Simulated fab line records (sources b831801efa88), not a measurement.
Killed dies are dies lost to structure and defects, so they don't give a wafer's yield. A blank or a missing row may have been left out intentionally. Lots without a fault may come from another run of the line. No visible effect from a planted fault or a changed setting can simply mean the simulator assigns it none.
One fault through the eyes of 2 desks | flow gf180mcu | each desk has only its own numbers; what lay behind them comes last

== FROM THE METROLOGY DESK ==
Lot by lot, what the gauges showed, no matter which tool ran the lot: averages of those sampled wafers that carry a number. The brackets show how far a lot's mean lies from the usual mean; more than 4 standard deviations puts the lot out of limits, marked OUT. Shown here are 7 of its 9 readings, the ones lying furthest out on some lot.
Columns: A = V3_W_RS at GF_V3_RS_MEAS_24, usual 0.328 ohm/sq; B = V3_W_THK at GF_V3_THK_MEAS_25, usual 341 nm; C = M4_ALCU_RS at GF_M4_RS_MEAS_05, usual 0.0698 ohm/sq; D = M4_ALCU_THK at GF_M4_THK_MEAS_06, usual 447 nm; E = M4_OVL at GF_M4_OVL_MEAS_15, usual 1 nm; F = V4_CVD_00_THK at GF_V4_THK_MEAS_01, usual 602 nm; G = V4_CVD_02_THK at GF_V4_THK_MEAS_03, usual 849 nm
lot  | first seen here | A     | B   | C      | D   | E  | F   | G
L417 | day 23 08:08    | 0.324 | 350 | 0.0691 | 454 | 4  | 599 | 843
L423 | day 25 01:40    | 0.329 | 342 | 0.0703 | 441 | -4 | 604 | 856
L429 | day 26 21:16    | 0.329 | 338 | 0.0696 | 447 | 7  | 603 | 849
L431 | day 27 12:25    | 0.324 | 347 | 0.0696 | 450 | 5  | 604 | 851
L432 | day 27 17:32    | 0.322 | 339 | 0.0701 | 445 | -2 | 611 | 855
L437 | day 29 03:05    | 0.329 | 344 | 0.0704 | 444 | 3  | 608 | 867
Finding of this desk: none of the 6 lots has anything out of limits.

== TOOL OWNER'S DESK, pvd-sputter-02 ==
At GF_M4_SPUTTER_04 (material TiN, target thk 50 nm, time 41.7 s) the tool's own readings: per lot run on this tool, the mean of the sampled wafers that have a number. The brackets show how far a lot's mean lies from the usual mean; more than 4 standard deviations puts the lot out of limits, marked OUT.
Columns: A = throttle-valve-pct at GF_M4_SPUTTER_04, usual 30.1 %
lot  | first seen here | A
L417 | day 23 08:47    | 31.4
L431 | day 27 13:02    | 31.3
L432 | day 27 18:10    | 30.0
Finding of this desk: none of the 3 lots has anything out of limits.

== PUT TOGETHER ==
The metrology desk saw nothing out of limits.
The desk of the tool owner found nothing out of limits.

== WHAT THE SIMULATOR HAD PUT IN ==
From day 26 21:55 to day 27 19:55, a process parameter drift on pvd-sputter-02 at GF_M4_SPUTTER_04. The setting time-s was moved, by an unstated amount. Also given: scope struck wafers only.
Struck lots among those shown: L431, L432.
